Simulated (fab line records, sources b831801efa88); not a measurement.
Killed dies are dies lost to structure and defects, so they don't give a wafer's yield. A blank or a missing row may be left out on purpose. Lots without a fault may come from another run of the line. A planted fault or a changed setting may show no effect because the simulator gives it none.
A sampling plan put to the test | flow gf180mcu | one fab line, 56 faults that these records tell of, each judged on the records of the lots that it struck
The plan is the line's own looks: the steps of the route at which a gauge or an inspection reads the wafer and doesn't change it. A look can be judged if struck wafers have a number there and the file gives its usual mean and standard deviation on fault-free wafers. Caught: at a look after the fault's first step, the mean of the struck wafers lies 4 or more of those standard deviations (sigma) from the usual mean. On the tool: the same test on the tool's own readings at the fault's steps. Another recipe on the struck wafers, or a record that is blank for them alone, also counts as caught.

THE FAULTS, as the simulator had put them in
1. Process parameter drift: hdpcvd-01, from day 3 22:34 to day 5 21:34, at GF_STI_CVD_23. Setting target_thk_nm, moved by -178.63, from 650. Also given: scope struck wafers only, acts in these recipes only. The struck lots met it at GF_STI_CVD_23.
2. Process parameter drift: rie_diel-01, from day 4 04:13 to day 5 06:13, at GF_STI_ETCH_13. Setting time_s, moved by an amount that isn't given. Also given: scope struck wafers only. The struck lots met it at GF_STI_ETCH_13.
3. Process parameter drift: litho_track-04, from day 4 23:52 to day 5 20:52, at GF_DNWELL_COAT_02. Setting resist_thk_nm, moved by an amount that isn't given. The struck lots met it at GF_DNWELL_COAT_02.
4. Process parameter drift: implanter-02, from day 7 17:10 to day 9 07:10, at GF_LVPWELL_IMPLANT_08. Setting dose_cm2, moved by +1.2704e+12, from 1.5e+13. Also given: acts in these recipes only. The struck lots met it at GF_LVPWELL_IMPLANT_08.
5. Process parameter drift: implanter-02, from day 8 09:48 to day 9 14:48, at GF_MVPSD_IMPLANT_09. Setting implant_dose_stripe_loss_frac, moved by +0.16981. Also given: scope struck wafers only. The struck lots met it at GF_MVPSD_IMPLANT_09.
6. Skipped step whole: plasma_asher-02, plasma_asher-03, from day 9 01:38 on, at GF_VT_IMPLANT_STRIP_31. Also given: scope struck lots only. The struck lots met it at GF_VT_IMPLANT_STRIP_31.
7. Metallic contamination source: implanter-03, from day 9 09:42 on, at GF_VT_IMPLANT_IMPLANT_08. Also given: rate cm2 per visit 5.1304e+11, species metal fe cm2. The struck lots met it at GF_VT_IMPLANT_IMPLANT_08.
8. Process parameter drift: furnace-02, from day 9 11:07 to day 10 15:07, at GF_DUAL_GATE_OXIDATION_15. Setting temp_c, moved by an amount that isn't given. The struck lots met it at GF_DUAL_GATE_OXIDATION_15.
9. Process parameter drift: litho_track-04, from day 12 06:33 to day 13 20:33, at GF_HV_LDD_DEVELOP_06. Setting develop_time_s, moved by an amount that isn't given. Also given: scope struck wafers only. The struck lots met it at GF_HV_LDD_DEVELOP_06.
10. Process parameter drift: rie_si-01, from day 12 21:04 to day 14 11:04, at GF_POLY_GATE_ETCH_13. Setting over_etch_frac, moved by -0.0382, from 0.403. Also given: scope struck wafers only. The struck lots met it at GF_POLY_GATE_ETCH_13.
11. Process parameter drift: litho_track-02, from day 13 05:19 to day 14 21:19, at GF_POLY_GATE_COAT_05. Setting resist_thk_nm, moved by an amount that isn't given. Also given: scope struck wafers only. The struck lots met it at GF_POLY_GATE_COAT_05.
12. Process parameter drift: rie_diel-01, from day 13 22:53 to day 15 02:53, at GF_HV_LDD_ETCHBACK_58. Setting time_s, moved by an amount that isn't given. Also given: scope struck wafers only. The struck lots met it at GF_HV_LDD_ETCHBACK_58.
13. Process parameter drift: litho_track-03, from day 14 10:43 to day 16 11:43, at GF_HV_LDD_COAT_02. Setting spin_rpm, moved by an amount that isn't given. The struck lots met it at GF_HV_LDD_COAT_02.
14. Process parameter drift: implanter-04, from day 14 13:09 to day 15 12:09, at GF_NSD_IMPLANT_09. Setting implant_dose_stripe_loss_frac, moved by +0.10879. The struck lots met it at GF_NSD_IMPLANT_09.
15. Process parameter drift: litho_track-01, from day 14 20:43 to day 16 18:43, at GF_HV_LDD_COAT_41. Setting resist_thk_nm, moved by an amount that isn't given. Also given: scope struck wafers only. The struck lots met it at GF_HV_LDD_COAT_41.
16. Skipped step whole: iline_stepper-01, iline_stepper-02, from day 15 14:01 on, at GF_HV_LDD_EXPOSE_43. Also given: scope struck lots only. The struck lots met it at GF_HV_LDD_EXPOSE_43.
17. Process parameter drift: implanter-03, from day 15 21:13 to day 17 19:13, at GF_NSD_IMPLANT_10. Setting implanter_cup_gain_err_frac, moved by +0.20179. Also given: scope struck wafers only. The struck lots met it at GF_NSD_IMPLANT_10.
18. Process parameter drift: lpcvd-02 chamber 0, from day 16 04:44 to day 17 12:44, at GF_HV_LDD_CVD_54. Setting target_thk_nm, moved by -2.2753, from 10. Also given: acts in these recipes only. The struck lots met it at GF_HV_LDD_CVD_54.
19. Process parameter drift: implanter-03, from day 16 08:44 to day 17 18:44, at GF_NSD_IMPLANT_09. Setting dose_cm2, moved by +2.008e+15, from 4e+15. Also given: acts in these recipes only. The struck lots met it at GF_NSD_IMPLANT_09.
20. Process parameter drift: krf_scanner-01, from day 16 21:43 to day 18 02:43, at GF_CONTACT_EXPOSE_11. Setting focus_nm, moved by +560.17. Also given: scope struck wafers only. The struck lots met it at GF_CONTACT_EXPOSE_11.
21. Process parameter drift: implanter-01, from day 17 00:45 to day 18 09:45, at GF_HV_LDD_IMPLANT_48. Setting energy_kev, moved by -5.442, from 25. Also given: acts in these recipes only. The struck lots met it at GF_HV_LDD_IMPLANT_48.
22. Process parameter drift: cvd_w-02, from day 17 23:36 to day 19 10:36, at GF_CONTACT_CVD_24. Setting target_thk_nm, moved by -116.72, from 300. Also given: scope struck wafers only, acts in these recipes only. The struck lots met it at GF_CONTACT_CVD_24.
23. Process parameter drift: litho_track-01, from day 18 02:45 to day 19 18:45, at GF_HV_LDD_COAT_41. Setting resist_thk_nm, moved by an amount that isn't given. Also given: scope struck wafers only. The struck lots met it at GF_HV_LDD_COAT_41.
24. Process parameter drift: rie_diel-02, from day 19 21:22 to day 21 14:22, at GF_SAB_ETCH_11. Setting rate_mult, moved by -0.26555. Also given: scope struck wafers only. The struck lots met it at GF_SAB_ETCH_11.
25. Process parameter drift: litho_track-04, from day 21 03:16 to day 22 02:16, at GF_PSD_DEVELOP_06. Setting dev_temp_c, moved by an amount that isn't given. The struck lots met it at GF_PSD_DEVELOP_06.
26. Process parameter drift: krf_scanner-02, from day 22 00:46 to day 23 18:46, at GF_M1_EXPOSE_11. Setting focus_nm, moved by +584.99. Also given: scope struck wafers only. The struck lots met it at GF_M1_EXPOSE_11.
27. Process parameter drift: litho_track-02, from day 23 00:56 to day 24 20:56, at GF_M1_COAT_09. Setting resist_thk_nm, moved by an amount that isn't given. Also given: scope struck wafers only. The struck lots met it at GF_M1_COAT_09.
28. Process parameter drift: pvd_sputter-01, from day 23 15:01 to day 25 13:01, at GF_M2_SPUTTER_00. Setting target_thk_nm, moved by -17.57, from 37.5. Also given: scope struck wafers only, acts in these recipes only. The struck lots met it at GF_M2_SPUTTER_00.
29. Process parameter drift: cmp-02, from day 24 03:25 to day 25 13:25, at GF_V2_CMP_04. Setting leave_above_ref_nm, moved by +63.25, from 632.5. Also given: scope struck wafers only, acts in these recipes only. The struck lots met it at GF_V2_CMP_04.
30. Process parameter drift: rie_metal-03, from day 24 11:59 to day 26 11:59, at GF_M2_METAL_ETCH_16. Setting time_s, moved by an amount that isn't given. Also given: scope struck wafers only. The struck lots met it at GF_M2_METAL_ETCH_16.
31. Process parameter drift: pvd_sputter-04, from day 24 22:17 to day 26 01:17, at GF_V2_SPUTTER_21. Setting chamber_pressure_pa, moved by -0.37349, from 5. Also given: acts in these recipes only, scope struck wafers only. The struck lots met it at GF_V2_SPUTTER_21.
32. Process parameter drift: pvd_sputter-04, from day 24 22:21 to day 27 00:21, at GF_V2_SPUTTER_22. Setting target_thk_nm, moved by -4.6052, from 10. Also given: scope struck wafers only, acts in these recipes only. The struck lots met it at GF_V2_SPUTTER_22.
33. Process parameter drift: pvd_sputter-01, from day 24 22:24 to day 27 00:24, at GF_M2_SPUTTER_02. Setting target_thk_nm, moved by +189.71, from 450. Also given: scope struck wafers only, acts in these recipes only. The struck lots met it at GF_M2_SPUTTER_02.
34. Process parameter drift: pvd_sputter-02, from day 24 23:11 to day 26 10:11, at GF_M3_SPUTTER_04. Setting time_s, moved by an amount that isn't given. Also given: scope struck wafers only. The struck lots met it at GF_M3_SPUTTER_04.
35. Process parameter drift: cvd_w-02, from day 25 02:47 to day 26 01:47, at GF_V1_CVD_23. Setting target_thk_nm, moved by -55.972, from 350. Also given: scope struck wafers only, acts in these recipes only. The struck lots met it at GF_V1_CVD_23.
36. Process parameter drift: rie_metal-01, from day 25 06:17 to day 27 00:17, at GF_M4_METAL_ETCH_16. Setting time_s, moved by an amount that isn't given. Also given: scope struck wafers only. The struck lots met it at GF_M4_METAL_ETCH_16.
37. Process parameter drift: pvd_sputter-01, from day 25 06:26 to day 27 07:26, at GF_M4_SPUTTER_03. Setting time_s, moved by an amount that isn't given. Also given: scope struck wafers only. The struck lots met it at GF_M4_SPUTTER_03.
38. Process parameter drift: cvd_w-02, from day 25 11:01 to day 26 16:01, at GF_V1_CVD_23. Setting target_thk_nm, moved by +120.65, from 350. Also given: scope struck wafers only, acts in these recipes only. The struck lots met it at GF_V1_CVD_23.
39. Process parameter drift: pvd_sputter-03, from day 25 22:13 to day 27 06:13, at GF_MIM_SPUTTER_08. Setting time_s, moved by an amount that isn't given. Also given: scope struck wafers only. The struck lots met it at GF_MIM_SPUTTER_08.
40. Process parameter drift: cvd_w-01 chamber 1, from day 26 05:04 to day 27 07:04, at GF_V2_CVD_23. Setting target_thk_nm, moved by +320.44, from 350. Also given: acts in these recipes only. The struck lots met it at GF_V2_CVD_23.
41. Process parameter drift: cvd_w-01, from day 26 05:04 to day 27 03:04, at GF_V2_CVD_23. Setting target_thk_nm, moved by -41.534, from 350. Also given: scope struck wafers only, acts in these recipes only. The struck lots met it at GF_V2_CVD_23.
42. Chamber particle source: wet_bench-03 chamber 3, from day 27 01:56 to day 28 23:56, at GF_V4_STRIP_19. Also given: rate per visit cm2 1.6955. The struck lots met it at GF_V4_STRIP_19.
43. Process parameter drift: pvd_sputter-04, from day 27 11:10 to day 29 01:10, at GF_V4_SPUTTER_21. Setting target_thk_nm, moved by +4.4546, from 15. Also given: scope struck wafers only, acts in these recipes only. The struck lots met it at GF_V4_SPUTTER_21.
44. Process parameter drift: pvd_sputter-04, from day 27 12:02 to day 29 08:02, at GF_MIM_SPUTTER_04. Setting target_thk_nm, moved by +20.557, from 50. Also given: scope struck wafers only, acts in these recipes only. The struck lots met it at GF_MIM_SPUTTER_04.
45. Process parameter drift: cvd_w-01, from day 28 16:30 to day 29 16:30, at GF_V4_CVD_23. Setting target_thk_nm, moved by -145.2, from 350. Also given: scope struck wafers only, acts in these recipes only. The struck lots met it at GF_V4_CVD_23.
46. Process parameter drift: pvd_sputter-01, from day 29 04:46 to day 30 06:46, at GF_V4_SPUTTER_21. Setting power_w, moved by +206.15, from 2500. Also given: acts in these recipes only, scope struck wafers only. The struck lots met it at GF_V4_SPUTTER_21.
47. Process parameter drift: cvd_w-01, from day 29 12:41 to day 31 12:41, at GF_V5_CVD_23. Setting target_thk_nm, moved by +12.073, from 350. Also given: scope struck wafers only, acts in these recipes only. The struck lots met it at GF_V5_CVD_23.
48. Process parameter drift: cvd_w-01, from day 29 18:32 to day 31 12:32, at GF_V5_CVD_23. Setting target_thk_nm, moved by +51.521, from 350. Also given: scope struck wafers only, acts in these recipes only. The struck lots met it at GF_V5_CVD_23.
49. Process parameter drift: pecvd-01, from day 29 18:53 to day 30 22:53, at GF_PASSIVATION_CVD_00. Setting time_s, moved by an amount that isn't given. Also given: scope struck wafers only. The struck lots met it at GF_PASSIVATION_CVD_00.
50. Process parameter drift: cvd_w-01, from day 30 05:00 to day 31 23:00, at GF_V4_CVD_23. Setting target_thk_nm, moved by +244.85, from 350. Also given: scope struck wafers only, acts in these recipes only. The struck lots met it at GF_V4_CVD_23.
51. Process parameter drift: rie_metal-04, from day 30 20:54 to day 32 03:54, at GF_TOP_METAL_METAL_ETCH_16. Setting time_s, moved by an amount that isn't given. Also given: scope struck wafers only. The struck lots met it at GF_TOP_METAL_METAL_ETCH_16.
52. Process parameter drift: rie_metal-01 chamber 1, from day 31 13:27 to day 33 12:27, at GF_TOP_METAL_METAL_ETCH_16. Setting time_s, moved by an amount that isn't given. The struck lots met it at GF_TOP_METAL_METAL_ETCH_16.
53. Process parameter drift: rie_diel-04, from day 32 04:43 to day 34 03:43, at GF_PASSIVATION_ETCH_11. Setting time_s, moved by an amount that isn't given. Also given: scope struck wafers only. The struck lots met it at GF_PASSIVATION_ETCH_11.
54. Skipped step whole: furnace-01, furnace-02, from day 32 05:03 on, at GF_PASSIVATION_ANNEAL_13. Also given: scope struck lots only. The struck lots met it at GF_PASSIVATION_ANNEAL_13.
55. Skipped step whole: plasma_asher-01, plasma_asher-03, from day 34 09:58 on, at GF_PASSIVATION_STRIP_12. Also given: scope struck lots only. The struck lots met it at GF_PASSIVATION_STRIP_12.
56. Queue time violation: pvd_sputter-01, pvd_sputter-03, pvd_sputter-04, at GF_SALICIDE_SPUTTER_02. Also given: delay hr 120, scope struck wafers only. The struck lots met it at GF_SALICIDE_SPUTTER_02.

WHAT THE PLAN SAW
fault | on the tool itself                               | first look that catches it                      | reading, sigma                                                 | median hours from its first step to that look | hours from the fault's start to the first struck lot there | judged looks passed uncaught
1     | no reading that can be judged                    | GF_STI_THK_MEAS_24                              | STI_CVD_23_THK -32                                             | 0.1                                           | 13                                                         | 0
2     | run_length_s +26 sigma                           | not the one look that can be judged after it    | -                                                              | -                                             | -                                                          | 1
3     | under 2 sigma                                    | not the one look that can be judged after it    | -                                                              | -                                             | -                                                          | 1
4     | dose_ions_cm2 +66 sigma                          | GF_VT_IMPLANT_RS_MEAS_48                        | LVPWELL_RS -14                                                 | 108.6                                         | 112                                                        | 1
5     | under 2 sigma                                    | none of the 5 looks that can be judged after it | -                                                              | -                                             | -                                                          | 5
6     | the tool's record is blank for the struck wafers | GF_VT_IMPLANT_TW_MEAS_43                        | VT_IMPLANT_4_TW -87                                            | 17.3                                          | 20                                                         | 0
7     | no reading that can be judged                    | none of the 5 looks that can be judged after it | -                                                              | -                                             | -                                                          | 5
8     | tube_center_temp_C +98 sigma                     | no look after it can be judged                  | -                                                              | -                                             | -                                                          | 0
9     | under 2 sigma                                    | GF_HV_LDD_CD_MEAS_07                            | cd_nm +4.2                                                     | 0.2                                           | 15                                                         | 0
10    | under 2 sigma                                    | no look after it can be judged                  | -                                                              | -                                             | -                                                          | 0
11    | no reading that can be judged                    | no look after it can be judged                  | -                                                              | -                                             | -                                                          | 0
12    | run_length_s -57 sigma                           | no look after it can be judged                  | -                                                              | -                                             | -                                                          | 0
13    | spin_speed_rpm -28 sigma                         | not the one look that can be judged after it    | -                                                              | -                                             | -                                                          | 1
14    | under 2 sigma                                    | GF_PSD_RS_MEAS_14                               | NSD_RS +5.7                                                    | 22.7                                          | 29                                                         | 0
15    | under 2 sigma                                    | not the one look that can be judged after it    | -                                                              | -                                             | -                                                          | 1
16    | no reading that can be judged                    | no look after it can be judged                  | -                                                              | -                                             | -                                                          | 0
17    | faraday_current_uA +10 sigma                     | GF_PSD_RS_MEAS_14                               | NSD_RS +14                                                     | 23.6                                          | 30                                                         | 0
18    | under 2 sigma                                    | GF_HV_LDD_THK_MEAS_55                           | HV_LDD_CVD_54_THK -17                                          | 1.0                                           | 17                                                         | 0
19    | dose_ions_cm2 +99 or beyond sigma                | GF_PSD_RS_MEAS_14                               | NSD_RS -20                                                     | 23.7                                          | 28                                                         | 0
20    | under 2 sigma                                    | GF_CONTACT_CD_MEAS_14                           | cd_nm -21                                                      | 11.4                                          | 18                                                         | 0
21    | beam_energy_keV -99 or beyond sigma              | GF_HV_LDD_TW_MEAS_50                            | HV_LDD_4_TW -4.8                                               | 0.2                                           | 15                                                         | 0
22    | under 2 sigma                                    | GF_CONTACT_RS_MEAS_25                           | CONTACT_W_RS +54                                               | 0.1                                           | 7                                                          | 0
23    | no reading that can be judged                    | not the one look that can be judged after it    | -                                                              | -                                             | -                                                          | 1
24    | oes_product_au -20 sigma                         | no look after it can be judged                  | -                                                              | -                                             | -                                                          | 0
25    | developer_temp_C +20 sigma                       | none of the 3 looks that can be judged after it | strongest: cd_nm at GF_PSD_CD_MEAS_07, -3.4                    | -                                             | -                                                          | 3
26    | under 2 sigma                                    | GF_M1_CD_MEAS_14                                | cd_nm -78                                                      | 11.4                                          | 38                                                         | 0
27    | no reading that can be judged                    | not the one look that can be judged after it    | strongest: cd_nm at GF_M1_CD_MEAS_14, +3.9                     | -                                             | -                                                          | 1
28    | under 2 sigma                                    | no look after it can be judged                  | -                                                              | -                                             | -                                                          | 0
29    | time_to_endpoint_s -5.4 sigma                    | no look after it can be judged                  | -                                                              | -                                             | -                                                          | 0
30    | run_length_s +16 sigma                           | no look after it can be judged                  | -                                                              | -                                             | -                                                          | 0
31    | chamber_pressure_pa -38 sigma                    | no look after it can be judged                  | -                                                              | -                                             | -                                                          | 0
32    | under 2 sigma                                    | no look after it can be judged                  | -                                                              | -                                             | -                                                          | 0
33    | under 2 sigma                                    | GF_M2_RS_MEAS_05                                | M2_ALCU_RS -23                                                 | 0.1                                           | 24                                                         | 0
34    | under 2 sigma                                    | none of the 7 looks that can be judged after it | -                                                              | -                                             | -                                                          | 7
35    | under 2 sigma                                    | GF_V1_RS_MEAS_24                                | V1_W_RS +11                                                    | 0.1                                           | 5                                                          | 0
36    | run_length_s +21 sigma                           | not the one look that can be judged after it    | -                                                              | -                                             | -                                                          | 1
37    | under 2 sigma                                    | no look after it can be judged                  | -                                                              | -                                             | -                                                          | 0
38    | under 2 sigma                                    | GF_V1_RS_MEAS_24                                | V1_W_RS -18                                                    | 0.1                                           | 24                                                         | 0
39    | under 2 sigma                                    | GF_MIM_RS_MEAS_10                               | MIM_ALCU_RS -9.4                                               | 0.1                                           | 3                                                          | 0
40    | under 2 sigma                                    | GF_V2_RS_MEAS_24                                | V2_W_RS -29                                                    | 0.1                                           | 5                                                          | 0
41    | under 2 sigma                                    | GF_V2_RS_MEAS_24                                | V2_W_RS +9.4                                                   | 0.1                                           | 5                                                          | 0
42    | under 2 sigma                                    | no look after it can be judged                  | -                                                              | -                                             | -                                                          | 0
43    | under 2 sigma                                    | no look after it can be judged                  | -                                                              | -                                             | -                                                          | 0
44    | under 2 sigma                                    | not the one look that can be judged after it    | -                                                              | -                                             | -                                                          | 1
45    | under 2 sigma                                    | GF_V4_RS_MEAS_24                                | V4_W_RS +59                                                    | 0.1                                           | 2                                                          | 0
46    | cathode_dc_power_W +99 or beyond sigma           | no look after it can be judged                  | -                                                              | -                                             | -                                                          | 0
47    | under 2 sigma                                    | not the one look that can be judged after it    | strongest: V5_W_RS at GF_V5_RS_MEAS_24, -2.3                   | -                                             | -                                                          | 1
48    | under 2 sigma                                    | GF_V5_RS_MEAS_24                                | V5_W_RS -8.5                                                   | 0.1                                           | 1                                                          | 0
49    | run_length_s -43 sigma                           | GF_PASSIVATION_THK_MEAS_01                      | PASSIVATION_CVD_00_THK -16                                     | 0.1                                           | 7                                                          | 0
50    | under 2 sigma                                    | GF_V4_RS_MEAS_24                                | V4_W_RS -35                                                    | 0.1                                           | 2                                                          | 0
51    | run_length_s -25 sigma                           | no look after it can be judged                  | -                                                              | -                                             | -                                                          | 0
52    | run_length_s +69 sigma                           | no look after it can be judged                  | -                                                              | -                                             | -                                                          | 0
53    | run_length_s -99 or beyond sigma                 | no look after it can be judged                  | -                                                              | -                                             | -                                                          | 0
54    | the tool's record is blank for the struck wafers | GF_PASSIVATION_BOW_MEAS_14                      | PASSIVATION_BOW +8.9                                           | 1.5                                           | 8                                                          | 0
55    | no reading that can be judged                    | not the one look that can be judged after it    | strongest: PASSIVATION_BOW at GF_PASSIVATION_BOW_MEAS_14, -3.1 | -                                             | -                                                          | 1
56    | under 2 sigma                                    | no look after it can be judged                  | -                                                              | -                                             | -                                                          | 0
A dash: the fault isn't caught, or these records don't give the number.

Caught at a look: 23 of 56. Caught on the tool: 21 of 56. By one or the other: 37 of 56.
Caught on the tool alone: faults 2, 8, 12, 13, 24, 25, 29, 30, 31, 36, 46, 51, 52, 53.
Caught at a look alone: faults 1, 9, 14, 18, 20, 22, 26, 33, 35, 38, 39, 40, 41, 45, 48, 50.
Caught by neither: faults 3, 5, 7, 10, 11, 15, 16, 23, 27, 28, 32, 34, 37, 42, 43, 44, 47, 55, 56.

THINNER SAMPLING
If the look that catches a fault measured only every second or every third lot, by lot number, the first struck lot would be measured this late in the worst case:
fault | struck lots at that look, in order of time | every lot | every second lot | every third lot
1     | L573                                       | 13 h      | may miss it      | may miss it
4     | L995, L996                                 | 112 h     | 118 h            | may miss all 2
6     | L681, L682                                 | 20 h      | 26 h             | may miss all 2
9     | L845, L847                                 | 15 h      | may miss all 2   | may miss all 2
14    | L365, L366                                 | 29 h      | 41 h             | may miss all 2
17    | L151, L152, L154                           | 30 h      | 40 h             | may miss all 3
18    | L971                                       | 17 h      | may miss it      | may miss it
19    | L104, L106                                 | 28 h      | may miss all 2   | may miss all 2
20    | L785, L786                                 | 18 h      | 32 h             | may miss all 2
21    | L190, L191                                 | 15 h      | 27 h             | may miss all 2
22    | L622, L624                                 | 7 h       | may miss all 2   | may miss all 2
26    | L114, L115                                 | 38 h      | 45 h             | may miss all 2
33    | L906, L905                                 | 24 h      | 25 h             | may miss all 2
35    | L950, L951                                 | 5 h       | 12 h             | may miss all 2
38    | L501                                       | 24 h      | may miss it      | may miss it
39    | L809, L812                                 | 3 h       | 26 h             | may miss all 2
40    | L926, L927, L929                           | 5 h       | 8 h              | may miss all 3
41    | L351, L352, L353                           | 5 h       | 8 h              | 15 h
45    | L860, L861, L862                           | 2 h       | 4 h              | 21 h
48    | L269, L272                                 | 1 h       | 31 h             | may miss all 2
49    | L907, L909                                 | 7 h       | may miss all 2   | may miss all 2
50    | L602, L606, L607                           | 2 h       | 34 h             | 34 h
54    | L665, L666                                 | 8 h       | 12 h             | may miss all 2
Hours are from the fault's start to the first struck lot that is measured. The limit of 4 sigma was tested on all struck wafers together, so one lot alone may lie under it. Other struck lots may not be in these records.

THE LONGEST TIMED WAY FROM STEP TO LOOK
Fault 4: a median of 108.6 hours passes between GF_LVPWELL_IMPLANT_08 and GF_VT_IMPLANT_RS_MEAS_48. The look between them that can be judged stayed within 4 sigma: GF_VT_IMPLANT_TW_MEAS_32.
